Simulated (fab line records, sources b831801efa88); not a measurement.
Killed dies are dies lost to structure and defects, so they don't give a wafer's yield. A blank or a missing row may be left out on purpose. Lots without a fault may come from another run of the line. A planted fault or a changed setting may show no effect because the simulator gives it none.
Problem report in the 8D (eight disciplines) form, filled by code | flow sky130 | the parts of the form that need people (team, actions taken, sign-off) are left out

1. THE PROBLEM
dose_ions_cm2 at SKY_LDD_N_IMPLANT_08 reads a mean of 6.578e+13 on 6 wafers of 2 lots; wafers without a fault read 7.499e+13 with a standard deviation of 7.4e+10. That is -99 or more standard deviations from the usual mean.
First seen on wafer L226.2, day 24 01:31, on implanter-04. The record holds 18 wafers of 6 lots with a number at this step. Rule for "out", or "out of limits": more than 4 standard deviations from the usual mean. The other wafers with a number count as sound.

2. WHAT IT IS AND WHAT IT IS NOT
question                    | is                                | is not
which readings at this step | dose_ions_cm2, faraday_current_uA | -
which lots                  | L226, L228                        | L211, L214, L219, L230
which wafers of those lots  | all that have a number            | -
read on which tools         | implanter-04                      | implanter-01, implanter-02
when                        | from day 24 01:31                 | up to then (9 sound wafers); but 3 sound wafers of L230 came after

3. SUSPECTS, AND WHAT RULES EACH OUT
Counting: a tool at a process step up to the reading stays a suspect if it ran every lot that is out and no sound lot after the first of them.
- implanter-04 at SKY_LDD_N_IMPLANT_08: kept. It ran every lot that is out, first L226 (day 24 01:31), and no sound lot after that; its last sound lot up to then is L211 (day 18 21:06). Its own readings are out on those wafers: dose_ions_cm2, faraday_current_uA.
Left after counting: implanter-04 at SKY_LDD_N_IMPLANT_08.

4. THE CAUSE (what the simulator had put in)
Process parameter drift: implanter-04, from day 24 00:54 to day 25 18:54, at SKY_LDD_N_IMPLANT_08. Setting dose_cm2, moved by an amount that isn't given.
Counting left only this tool.

5. THE CHAIN OF EFFECTS, in route order
Each row: a reading whose mean over the struck wafers that have a number lies more than 3 standard deviations from the usual. Only readings for which the record gives a usual standard deviation are gone through. hours: the time from each lot's start at the first step in this table that gives one to its start at this step, as a median over the lots. sigmas: the change in usual standard deviations.
hours | step                 | reading            | usual     | on struck wafers | change     | sigmas
0     | SKY_LDD_N_IMPLANT_08 | dose_ions_cm2      | 7.499e+13 | 6.578e+13        | -9.210e+12 | -99 or more
0     | SKY_LDD_N_IMPLANT_08 | faraday_current_uA | 422       | 370              | -52        | -5.9
The process steps in it:
- SKY_LDD_N_IMPLANT_08

6. WHAT WOULD HAVE CAUGHT IT SOONER
In this record the first reading out of limits was taken at day 24 01:31, 1 hour after the fault began at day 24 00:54.
